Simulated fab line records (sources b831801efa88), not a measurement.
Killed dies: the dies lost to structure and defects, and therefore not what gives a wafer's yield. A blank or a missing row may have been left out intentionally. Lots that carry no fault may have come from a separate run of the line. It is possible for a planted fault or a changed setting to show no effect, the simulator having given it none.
Which tool did it? :: flow gf180mcu :: 24 lots with 72 wafers sampled at 6 steps, on a route of 602 steps

## WHAT THE GAUGES READ, wafer by wafer
GF_DUAL_GATE_OVL_MEAS_11.
lot: L074
measured: day 8 07:56
on: overlay-02
DUAL_GATE_OVL (nm): -0.3 -0.2 -1.1

lot: L075
measured: day 8 15:59
on: overlay-01
DUAL_GATE_OVL (nm): 3.6 3.4 4.8

lot: L076
measured: day 8 21:17
on: overlay-01
DUAL_GATE_OVL (nm): -0.4 1.4 -0.1

lot: L077
measured: day 9 04:53
on: overlay-01
DUAL_GATE_OVL (nm): -0.2 0.1 -0.9

lot: L078
measured: day 9 14:21
on: overlay-01
DUAL_GATE_OVL (nm): 1.7 1.6 2.6

lot: L079
measured: day 9 21:32
on: overlay-01
DUAL_GATE_OVL (nm): 0.5 3.0 2.3

lot: L080
measured: day 10 00:12
on: overlay-01
DUAL_GATE_OVL (nm): 0.2 -0.1 -0.1

lot: L081
measured: day 10 09:23
on: overlay-01
DUAL_GATE_OVL (nm): 3.8 2.1 2.5

lot: L082
measured: day 10 13:41
on: overlay-01
DUAL_GATE_OVL (nm): -0.3 -1.1 -1.1

lot: L083
measured: day 10 23:39
on: overlay-01
DUAL_GATE_OVL (nm): 2.0 1.7 1.0

lot: L084
measured: day 11 04:10
on: overlay-01
DUAL_GATE_OVL (nm): -0.6 0.4 1.0

lot: L085
measured: day 11 13:56
on: overlay-01
DUAL_GATE_OVL (nm): -0.1 0.5 -1.2

lot: L086
measured: day 11 18:14
on: overlay-02
DUAL_GATE_OVL (nm): 1.7 2.8 1.6

lot: L087
measured: day 12 01:08
on: overlay-02
DUAL_GATE_OVL (nm): 1.3 1.4 1.6

lot: L088
measured: day 12 11:17
on: overlay-02
DUAL_GATE_OVL (nm): -1.3 -2.3 -1.1

lot: L089
measured: day 12 16:08
on: overlay-01
DUAL_GATE_OVL (nm): 0.7 2.0 1.5

lot: L090
measured: day 12 21:51
on: overlay-01
DUAL_GATE_OVL (nm): 1.3 0.3 1.6

lot: L091
measured: day 13 04:05
on: overlay-01
DUAL_GATE_OVL (nm): -0.5 0.7 0.0

lot: L092
measured: day 13 10:17
on: overlay-02
DUAL_GATE_OVL (nm): -2.2 -2.6 -1.2

lot: L093
measured: day 13 20:23
on: overlay-01
DUAL_GATE_OVL (nm): 1.6 1.3 1.7

lot: L094
measured: day 14 05:08
on: overlay-02
DUAL_GATE_OVL (nm): 1.8 2.5 2.0

lot: L095
measured: day 14 11:17
on: overlay-02
DUAL_GATE_OVL (nm): -0.7 0.7 0.8

lot: L096
measured: day 14 14:56
on: overlay-01
DUAL_GATE_OVL (nm): 1.1 0.8 1.5

lot: L097
measured: day 15 05:58
on: overlay-01
DUAL_GATE_OVL (nm): 3.3 3.9 3.1

GF_M1_CD_MEAS_14 targets a cd of 230 nm.
lot: L074
measured: day 17 00:18
on: cd sem-02
cd nm (nm): 229.7 228.6 228.4

lot: L075
measured: day 17 08:48
on: cd sem-01
cd nm (nm): 229.7 229.5 229.0

lot: L076
measured: day 17 20:35
on: cd sem-01
cd nm (nm): 231.6 230.2 231.0

lot: L077
measured: day 18 07:19
on: cd sem-01
cd nm (nm): 229.1 229.5 230.0

lot: L078
measured: day 18 16:52
on: cd sem-02
cd nm (nm): 230.0 229.8 228.8

lot: L079
measured: day 19 02:19
on: cd sem-01
cd nm (nm): 232.0 232.4 231.7

lot: L080
measured: day 19 06:49
on: cd sem-02
cd nm (nm): 229.0 229.8 229.6

lot: L081
measured: day 20 00:23
on: cd sem-02
cd nm (nm): 228.3 229.8 227.1

lot: L082
measured: day 20 00:58
on: cd sem-01
cd nm (nm): 227.3 227.8 228.5

lot: L083
measured: day 20 16:16
on: cd sem-02
cd nm (nm): 229.8 231.9 231.2

lot: L084
measured: day 20 22:52
on: cd sem-02
cd nm (nm): 226.8 227.9 227.3

lot: L085
measured: day 21 13:09
on: cd sem-01
cd nm (nm): 229.7 230.0 229.8

lot: L086
measured: day 21 16:46
on: cd sem-01
cd nm (nm): 231.2 231.3 232.4

lot: L087
measured: day 21 22:28
on: cd sem-01
cd nm (nm): 230.6 229.2 230.4

lot: L088
measured: day 22 10:04
on: cd sem-02
cd nm (nm): 229.2 230.2 231.3

lot: L089
measured: day 22 15:14
on: cd sem-02
cd nm (nm): 229.4 230.7 230.4

lot: L090
measured: day 22 21:01
on: cd sem-02
cd nm (nm): 232.3 232.1 231.3

lot: L091
measured: day 23 07:27
on: cd sem-02
cd nm (nm): 228.8 227.7 228.1

lot: L092
measured: day 23 14:58
on: cd sem-02
cd nm (nm): 230.9 228.7 229.4

lot: L093
measured: day 23 23:53
on: cd sem-01
cd nm (nm): 230.1 229.9 230.3

lot: L094
measured: day 24 09:22
on: cd sem-01
cd nm (nm): 230.2 230.8 229.7

lot: L095
measured: day 24 15:29
on: cd sem-01
cd nm (nm): 228.8 229.4 229.5

lot: L096
measured: day 24 19:16
on: cd sem-02
cd nm (nm): 230.9 230.8 231.0

lot: L097
measured: day 25 10:29
on: cd sem-01
cd nm (nm): 229.8 229.8 228.6

GF_V3_CD_MEAS_14 targets a cd of 260 nm.
lot: L074
measured: day 22 09:09
on: cd sem-02
cd nm (nm): 261.2 260.6 260.5

lot: L075
measured: day 22 17:11
on: cd sem-02
cd nm (nm): 260.4 260.8 260.2

lot: L076
measured: day 23 05:36
on: cd sem-02
cd nm (nm): 260.4 259.7 261.2

lot: L077
measured: day 23 15:29
on: cd sem-02
cd nm (nm): 259.2 257.8 257.6

lot: L078
measured: day 23 22:08
on: cd sem-02
cd nm (nm): 259.1 258.9 258.6

lot: L079
measured: day 24 08:08
on: cd sem-01
cd nm (nm): 257.5 258.8 258.1

lot: L080
measured: day 24 10:04
on: cd sem-01
cd nm (nm): 259.7 258.4 259.5

lot: L081
measured: day 25 02:13
on: cd sem-01
cd nm (nm): 259.3 259.2 260.5

lot: L082
measured: day 25 03:44
on: cd sem-01
cd nm (nm): 260.8 259.4 260.7

lot: L083
measured: day 25 16:34
on: cd sem-01
cd nm (nm): 260.3 260.1 261.6

lot: L084
measured: day 25 22:44
on: cd sem-01
cd nm (nm): 260.3 260.9 260.5

lot: L085
measured: day 26 11:53
on: cd sem-01
cd nm (nm): 259.3 259.1 258.6

lot: L086
measured: day 26 15:11
on: cd sem-01
cd nm (nm): 259.4 259.3 259.6

lot: L087
measured: day 26 19:52
on: cd sem-01
cd nm (nm): 259.0 260.1 259.7

lot: L088
measured: day 27 05:50
on: cd sem-01
cd nm (nm): 259.5 260.3 259.0

lot: L089
measured: day 27 10:54
on: cd sem-02
cd nm (nm): 258.5 258.9 258.9

lot: L090
measured: day 27 15:10
on: cd sem-02
cd nm (nm): 259.8 259.6 260.7

lot: L091
measured: day 28 01:15
on: cd sem-02
cd nm (nm): 261.6 262.0 261.9

lot: L092
measured: day 28 07:26
on: cd sem-01
cd nm (nm): 260.8 260.6 261.0

lot: L093
measured: day 28 14:41
on: cd sem-02
cd nm (nm): 258.6 259.8 259.5

lot: L094
measured: day 28 23:50
on: cd sem-02
cd nm (nm): 259.1 260.0 260.0

lot: L095
measured: day 29 05:17
on: cd sem-01
cd nm (nm): 259.9 260.0 258.8

lot: L096
measured: day 29 07:37
on: cd sem-02
cd nm (nm): 262.2 261.7 260.8

lot: L097
measured: day 29 21:38
on: cd sem-01
cd nm (nm): 260.1 260.0 259.6

GF_V4_THK_MEAS_01.
lot: L074
measured: day 23 10:40
on: film metro-02
V4_CVD_00_THK (nm): 618 605 599

lot: L075
measured: day 23 18:34
on: film metro-02
V4_CVD_00_THK (nm): 595 618 611

lot: L076
measured: day 24 06:44
on: film metro-02
V4_CVD_00_THK (nm): 603 607 605

lot: L077
measured: day 24 16:06
on: film metro-04
V4_CVD_00_THK (nm): 595 616 618

lot: L078
measured: day 24 23:01
on: film metro-04
V4_CVD_00_THK (nm): 618 610 603

lot: L079
measured: day 25 08:55
on: film metro-01
V4_CVD_00_THK (nm): 603 596 607

lot: L080
measured: day 25 10:34
on: film metro-02
V4_CVD_00_THK (nm): 601 600 601

lot: L081
measured: day 26 02:02
on: film metro-04
V4_CVD_00_THK (nm): 604 597 607

lot: L082
measured: day 26 03:02
on: film metro-02
V4_CVD_00_THK (nm): 607 606 609

lot: L083
measured: day 26 16:26
on: film metro-01
V4_CVD_00_THK (nm): 600 604 602

lot: L084
measured: day 26 21:58
on: film metro-04
V4_CVD_00_THK (nm): 591 595 597

lot: L085
measured: day 27 11:25
on: film metro-01
V4_CVD_00_THK (nm): 601 602 609

lot: L086
measured: day 27 14:23
on: film metro-04
V4_CVD_00_THK (nm): 608 611 608

lot: L087
measured: day 27 18:02
on: film metro-01
V4_CVD_00_THK (nm): 612 607 605

lot: L088
measured: day 28 04:08
on: film metro-01
V4_CVD_00_THK (nm): 603 601 599

lot: L089
measured: day 28 09:34
on: film metro-04
V4_CVD_00_THK (nm): 596 605 600

lot: L090
measured: day 28 13:29
on: film metro-02
V4_CVD_00_THK (nm): 600 605 598

lot: L091
measured: day 28 22:24
on: film metro-04
V4_CVD_00_THK (nm): 598 606 600

lot: L092
measured: day 29 05:09
on: film metro-01
V4_CVD_00_THK (nm): 606 608 610

lot: L093
measured: day 29 12:36
on: film metro-01
V4_CVD_00_THK (nm): 598 597 599

lot: L094
measured: day 29 21:15
on: film metro-01
V4_CVD_00_THK (nm): 596 603 606

lot: L095
measured: day 30 01:51
on: film metro-04
V4_CVD_00_THK (nm): 592 602 597

lot: L096
measured: day 30 05:01
on: film metro-04
V4_CVD_00_THK (nm): 598 601 603

lot: L097
measured: day 30 17:51
on: film metro-02
V4_CVD_00_THK (nm): 598 604 599

## WHICH TOOL RAN EACH LOT (tool, then ch and the chambers of the sampled wafers, then the start)
lot: L074
GF_DNWELL_STRIP_08: plasma asher-02 ch 0, day 2 19:10
GF_V3_CVD_23: cvd w-01 ch 0,1, day 22 10:03

lot: L075
GF_DNWELL_STRIP_08: plasma asher-04 ch 0,1, day 2 23:47
GF_V3_CVD_23: cvd w-01 ch 1, day 22 18:07

lot: L076
GF_DNWELL_STRIP_08: plasma asher-04 ch 1, day 3 05:13
GF_V3_CVD_23: cvd w-01 ch 0,1, day 23 06:31

lot: L077
GF_DNWELL_STRIP_08: plasma asher-02 ch 0,1, day 3 11:22
GF_V3_CVD_23: cvd w-01 ch 0,1, day 23 16:23

lot: L078
GF_DNWELL_STRIP_08: plasma asher-04 ch 0,1, day 3 16:16
GF_V3_CVD_23: cvd w-02 ch 0,1, day 23 23:03

lot: L079
GF_DNWELL_STRIP_08: plasma asher-03 ch 0,1, day 3 20:28
GF_V3_CVD_23: cvd w-01 ch 0,1, day 24 09:05

lot: L080
GF_DNWELL_STRIP_08: plasma asher-04 ch 0,1, day 4 01:46
GF_V3_CVD_23: cvd w-01 ch 0,1, day 24 11:01

lot: L081
GF_DNWELL_STRIP_08: plasma asher-03 ch 0,1, day 4 09:07
GF_V3_CVD_23: cvd w-02 ch 0,1, day 25 03:08

lot: L082
GF_DNWELL_STRIP_08: plasma asher-03 ch 0,1, day 4 12:47
GF_V3_CVD_23: cvd w-02 ch 0,1, day 25 04:39

lot: L083
GF_DNWELL_STRIP_08: plasma asher-02 ch 0,1, day 4 18:10
GF_V3_CVD_23: cvd w-02 ch 0,1, day 25 17:30

lot: L084
GF_DNWELL_STRIP_08: plasma asher-03 ch 0,1, day 4 23:17
GF_V3_CVD_23: cvd w-01 ch 0,1, day 25 23:41

lot: L085
GF_DNWELL_STRIP_08: plasma asher-03 ch 0,1, day 5 05:44
GF_V3_CVD_23: cvd w-02 ch 0,1, day 26 12:47

lot: L086
GF_DNWELL_STRIP_08: plasma asher-03 ch 0,1, day 5 11:20
GF_V3_CVD_23: cvd w-02 ch 0,1, day 26 16:08

lot: L087
GF_DNWELL_STRIP_08: plasma asher-04 ch 0,1, day 5 15:01
GF_V3_CVD_23: cvd w-02 ch 0,1, day 26 20:49

lot: L088
GF_DNWELL_STRIP_08: plasma asher-04 ch 0,1, day 5 22:26
GF_V3_CVD_23: cvd w-01 ch 0,1, day 27 06:45

lot: L089
GF_DNWELL_STRIP_08: plasma asher-04 ch 0,1, day 6 02:11
GF_V3_CVD_23: cvd w-02 ch 0, day 27 11:50

lot: L090
GF_DNWELL_STRIP_08: plasma asher-04 ch 0,1, day 6 08:01
GF_V3_CVD_23: cvd w-02 ch 0,1, day 27 16:07

lot: L091
GF_DNWELL_STRIP_08: plasma asher-03 ch 0,1, day 6 12:50
GF_V3_CVD_23: cvd w-01 ch 0,1, day 28 02:09

lot: L092
GF_DNWELL_STRIP_08: plasma asher-03 ch 0,1, day 6 18:26
GF_V3_CVD_23: cvd w-02 ch 0,1, day 28 08:21

lot: L093
GF_DNWELL_STRIP_08: plasma asher-04 ch 0,1, day 6 23:41
GF_V3_CVD_23: cvd w-02 ch 0,1, day 28 15:37

lot: L094
GF_DNWELL_STRIP_08: plasma asher-02 ch 0,1, day 7 06:08
GF_V3_CVD_23: cvd w-01 ch 0,1, day 29 00:45

lot: L095
GF_DNWELL_STRIP_08: plasma asher-03 ch 0,1, day 7 10:59
GF_V3_CVD_23: cvd w-02 ch 0,1, day 29 06:12

lot: L096
GF_DNWELL_STRIP_08: plasma asher-04 ch 0,1, day 7 15:04
GF_V3_CVD_23: cvd w-01 ch 0,1, day 29 08:32

lot: L097
GF_DNWELL_STRIP_08: plasma asher-02 ch 0,1, day 8 02:56
GF_V3_CVD_23: cvd w-01 ch 0,1, day 29 22:33
- GF_DNWELL_STRIP_08: strips in O2/N2.
- GF_V3_CVD_23: deposits W, target thk 350 nm, time 104.9 s.

## WHAT THE TOOLS THEMSELVES READ (means of the sampled wafers that have a number; where no wafer has one, the mark that the record gives instead)
GF_DNWELL_STRIP_08.
lot: L074
tool: plasma asher-02
drypump motor current A (A): 5.2
heater power w (W): 336
n2 flow sccm (sccm): 299.9
oes product au (a.u.): 0.720
strip time to endpoint s (s): 37.04

lot: L075
tool: plasma asher-04
drypump motor current A (A): 5.3
heater power w (W): 359
n2 flow sccm (sccm): 299.1
oes product au (a.u.): 0.722
strip time to endpoint s (s): 36.96

lot: L076
tool: plasma asher-04
drypump motor current A (A): 5.3
heater power w (W): 367
n2 flow sccm (sccm): 299.2
oes product au (a.u.): 0.728
strip time to endpoint s (s): 36.92

lot: L077
tool: plasma asher-02
drypump motor current A (A): 5.2
heater power w (W): 321
n2 flow sccm (sccm): 299.9
oes product au (a.u.): 0.723
strip time to endpoint s (s): 36.83

lot: L078
tool: plasma asher-04
drypump motor current A (A): 5.3
heater power w (W): 357
n2 flow sccm (sccm): 300.3
oes product au (a.u.): 0.723
strip time to endpoint s (s): 37.09

lot: L079
tool: plasma asher-03
drypump motor current A (A): 6.2
heater power w (W): 321
n2 flow sccm (sccm): 299.4
oes product au (a.u.): 0.722
strip time to endpoint s (s): 37.15

lot: L080
tool: plasma asher-04
drypump motor current A (A): 5.3
heater power w (W): 357
n2 flow sccm (sccm): 300.0
oes product au (a.u.): 0.722
strip time to endpoint s (s): 37.01

lot: L081
tool: plasma asher-03
drypump motor current A (A): 6.2
heater power w (W): 322
n2 flow sccm (sccm): 299.3
oes product au (a.u.): 0.726
strip time to endpoint s (s): 37.09

lot: L082
tool: plasma asher-03
drypump motor current A (A): 6.2
heater power w (W): 324
n2 flow sccm (sccm): 300.3
oes product au (a.u.): 0.721
strip time to endpoint s (s): 37.21

lot: L083
tool: plasma asher-02
drypump motor current A (A): 5.2
heater power w (W): 316
n2 flow sccm (sccm): 299.5
oes product au (a.u.): 0.725
strip time to endpoint s (s): 36.87

lot: L084
tool: plasma asher-03
drypump motor current A (A): 5.8
heater power w (W): 344
n2 flow sccm (sccm): 299.5
oes product au (a.u.): 0.725
strip time to endpoint s (s): 36.99

lot: L085
tool: plasma asher-03
drypump motor current A (A): 5.7
heater power w (W): 343
n2 flow sccm (sccm): 299.9
oes product au (a.u.): 0.722
strip time to endpoint s (s): 36.76

lot: L086
tool: plasma asher-03
drypump motor current A (A): 6.1
heater power w (W): 327
n2 flow sccm (sccm): 300.0
oes product au (a.u.): 0.722
strip time to endpoint s (s): 37.03

lot: L087
tool: plasma asher-04
drypump motor current A (A): 5.3
heater power w (W): 357
n2 flow sccm (sccm): 300.1
oes product au (a.u.): 0.719
strip time to endpoint s (s): 36.71

lot: L088
tool: plasma asher-04
drypump motor current A (A): 5.3
heater power w (W): 351
n2 flow sccm (sccm): 300.2
oes product au (a.u.): 0.724
strip time to endpoint s (s): 36.89

lot: L089
tool: plasma asher-04
drypump motor current A (A): 5.3
heater power w (W): 363
n2 flow sccm (sccm): 299.8
oes product au (a.u.): 0.728
strip time to endpoint s (s): 37.00

lot: L090
tool: plasma asher-04
drypump motor current A (A): 5.3
heater power w (W): 357
n2 flow sccm (sccm): 300.3
oes product au (a.u.): 0.725
strip time to endpoint s (s): 36.96

lot: L091
tool: plasma asher-03
drypump motor current A (A): 5.8
heater power w (W): 343
n2 flow sccm (sccm): 300.0
oes product au (a.u.): 0.723
strip time to endpoint s (s): 37.08

lot: L092
tool: plasma asher-03
drypump motor current A (A): 6.2
heater power w (W): 323
n2 flow sccm (sccm): 299.4
oes product au (a.u.): 0.727
strip time to endpoint s (s): 37.03

lot: L093
tool: plasma asher-04
drypump motor current A (A): 5.3
heater power w (W): 364
n2 flow sccm (sccm): 299.1
oes product au (a.u.): 0.716
strip time to endpoint s (s): 36.78

lot: L094
tool: plasma asher-02
drypump motor current A (A): 5.2
heater power w (W): 317
n2 flow sccm (sccm): 300.7
oes product au (a.u.): 0.722
strip time to endpoint s (s): 37.12

lot: L095
tool: plasma asher-03
drypump motor current A (A): 6.2
heater power w (W): 321
n2 flow sccm (sccm): 299.7
oes product au (a.u.): 0.722
strip time to endpoint s (s): 37.02

lot: L096
tool: plasma asher-04
drypump motor current A (A): 5.3
heater power w (W): 356
n2 flow sccm (sccm): 300.7
oes product au (a.u.): 0.725
strip time to endpoint s (s): 36.83

lot: L097
tool: plasma asher-02
drypump motor current A (A): 5.2
heater power w (W): 331
n2 flow sccm (sccm): 300.5
oes product au (a.u.): 0.725
strip time to endpoint s (s): 36.74

GF_V3_CVD_23.
lot: L074
tool: cvd w-01
chamber pressure Torr (Torr): 40.01
heater power w (W): 785

lot: L075
tool: cvd w-01
chamber pressure Torr (Torr): 40.06
heater power w (W): 870

lot: L076
tool: cvd w-01
chamber pressure Torr (Torr): 40.04
heater power w (W): 778

lot: L077
tool: cvd w-01
chamber pressure Torr (Torr): 40.09
heater power w (W): 836

lot: L078
tool: cvd w-02
chamber pressure Torr (Torr): 40.07
heater power w (W): 871

lot: L079
tool: cvd w-01
chamber pressure Torr (Torr): 40.07
heater power w (W): 841

lot: L080
tool: cvd w-01
chamber pressure Torr (Torr): 40.02
heater power w (W): 826

lot: L081
tool: cvd w-02
chamber pressure Torr (Torr): 40.01
heater power w (W): 880

lot: L082
tool: cvd w-02
chamber pressure Torr (Torr): 39.98
heater power w (W): 929

lot: L083
tool: cvd w-02
chamber pressure Torr (Torr): 39.95
heater power w (W): 932

lot: L084
tool: cvd w-01
chamber pressure Torr (Torr): 40.00
heater power w (W): 793

lot: L085
tool: cvd w-02
chamber pressure Torr (Torr): 40.07
heater power w (W): 933

lot: L086
tool: cvd w-02
chamber pressure Torr (Torr): 40.11
heater power w (W): 887

lot: L087
tool: cvd w-02
chamber pressure Torr (Torr): 39.88
heater power w (W): 926

lot: L088
tool: cvd w-01
chamber pressure Torr (Torr): 40.07
heater power w (W): 833

lot: L089
tool: cvd w-02
chamber pressure Torr (Torr): 40.10
heater power w (W): 968

lot: L090
tool: cvd w-02
chamber pressure Torr (Torr): 40.08
heater power w (W): 924

lot: L091
tool: cvd w-01
chamber pressure Torr (Torr): 39.95
heater power w (W): 786

lot: L092
tool: cvd w-02
chamber pressure Torr (Torr): 40.05
heater power w (W): 867

lot: L093
tool: cvd w-02
chamber pressure Torr (Torr): 39.97
heater power w (W): 940

lot: L094
tool: cvd w-01
chamber pressure Torr (Torr): 40.06
heater power w (W): 782

lot: L095
tool: cvd w-02
chamber pressure Torr (Torr): 39.94
heater power w (W): 882

lot: L096
tool: cvd w-01
chamber pressure Torr (Torr): 40.02
heater power w (W): 792

lot: L097
tool: cvd w-01
chamber pressure Torr (Torr): 39.98
heater power w (W): 794

## THE ANSWER, worked out from the rows above alone
Rule: the usual values come from the lots themselves. Put in order of their means at a reading, lots are off if they are a third of the lots or fewer, leave a main group of 4 or more, and stand apart from it by a gap of 3 or more times the standard deviation of the main group's means; of several such gaps the widest counts. A main group is skipped when, at the precision printed for the reading in the tables above, its means are all equal. A lot without any number at a reading at which 4 lots or more have one is off too. Where the step has rows for the other lots, those lots are counted as sound. First the gauges in route order, then the tools' own readings, where a lot's mean is used as printed above. The first step at which some lot is off is used, and at that step the reading that is off furthest; a lot without a number counts as furthest.
None of the lots is off at any reading shown; this tells nothing.

## WHAT HAD BEEN PUT IN BY THE SIMULATOR
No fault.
